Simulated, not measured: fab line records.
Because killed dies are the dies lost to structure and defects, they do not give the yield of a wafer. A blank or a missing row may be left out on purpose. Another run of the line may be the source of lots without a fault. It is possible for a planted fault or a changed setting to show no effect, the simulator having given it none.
Comparing a struck lot with a sound one | flow gf180mcu | 14 steps out of a route of 602
Sound: these wafers, L299.1, L299.5, L299.6. Wafers L292.2, L292.3, L292.4 were the ones struck. The cause is named last.
For every step that has rows: the tool of each side, followed by ch and its chambers, followed by its first start. Under that, the readings that differ: sound wafers | struck wafers | difference of the means | sigmas: that difference in standard deviations of wafers without a fault.
alike: readings whose means differ by less than 2 such deviations, and words and numbers that are the same on both sides. not compared: withheld readings, readings that some wafer has no value for, bounds like >300 that may hide the same value, and numbers for which the record gives no deviation and whose values overlap.
Wherever a step has rows on one side only, a row that says differs or no value, or a row with sigmas, the two part there. When numbers do not overlap yet have no deviation, they are printed without sigmas and do not part them. A reading missing from all wafers of one side parts the sides only when that side holds two or more wafers.

GF_PSD_STRIP_10: strips in O2/N2.
  sound on plasma asher-03 ch 0,1, day 18 23:29; struck on plasma asher-02 ch 0,1, day 16 10:17
  alike: drypump motor current A, heater power w, oes product au, strip time to endpoint s
  not compared: rf hours counter h
GF_PSD_TW_MEAS_11:
  sound: film metro-02 at day 18 23:35; struck: film metro-02 at day 16 10:23
  alike: PSD_TW
then, 1 step without rows for these wafers: GF_PSD_CLEAN_12 (cleans in SC1/SC2, time 152 s).
GF_PSD_RTA_13: time 20 s.
  sound on rtp anneal-02 ch 0, day 18 23:41; struck on rtp anneal-02 ch 0, day 16 10:31
  alike: anneal temp c max, lamp power pct, wafer_temp_C_max
GF_PSD_RS_MEAS_14: a four-point-probe measurement.
  sound: film metro-01 at day 18 23:47; struck: film metro-01 at day 16 10:36
  alike: NSD_RS
GF_PSD_RS_MEAS_15: a four-point-probe measurement.
  sound: film metro-01 at day 18 23:54; struck: film metro-01 at day 16 10:43
  alike: PSD_RS
GF_SAB_CVD_00: deposits SiO2 from TEOS, target thk 50 nm, time 4.9302 s.
  sound on pecvd-01 ch 0,1, day 19 00:01; struck on pecvd-03 ch 0,1, day 16 10:49
  alike: heater power outer w, heater power w
GF_SAB_THK_MEAS_01:
  sound: film metro-04 at day 19 00:02; struck: film metro-02 at day 16 10:51
  alike: SAB_CVD_00_THK
then, 4 steps without rows for these wafers: GF_SAB_DEHYDRATE_02 (time 60 s); GF_SAB_HMDS_03 (prime time 60 s); GF_SAB_COAT_04 (resist thk 1000 nm); GF_SAB_SOFTBAKE_05 (time 60 s).
GF_SAB_EXPOSE_06: exposes mask SAB, target cd 420 nm.
  struck on iline stepper-01, day 16 21:12; sound on iline stepper-02 ch 0, day 19 12:06
  no value came back on the struck wafers for exposure dose mJ cm2, focus offset nm (nm); on the sound wafers exposure dose mJ cm2 reads 139.91 140.14 140.03
  alike: mask
next, for these wafers, 1 step has no rows: GF_SAB_PEB_07.

WHERE THEY PART
Only at GF_SAB_EXPOSE_06, as far as this record shows.

WHY: what the simulator had put in
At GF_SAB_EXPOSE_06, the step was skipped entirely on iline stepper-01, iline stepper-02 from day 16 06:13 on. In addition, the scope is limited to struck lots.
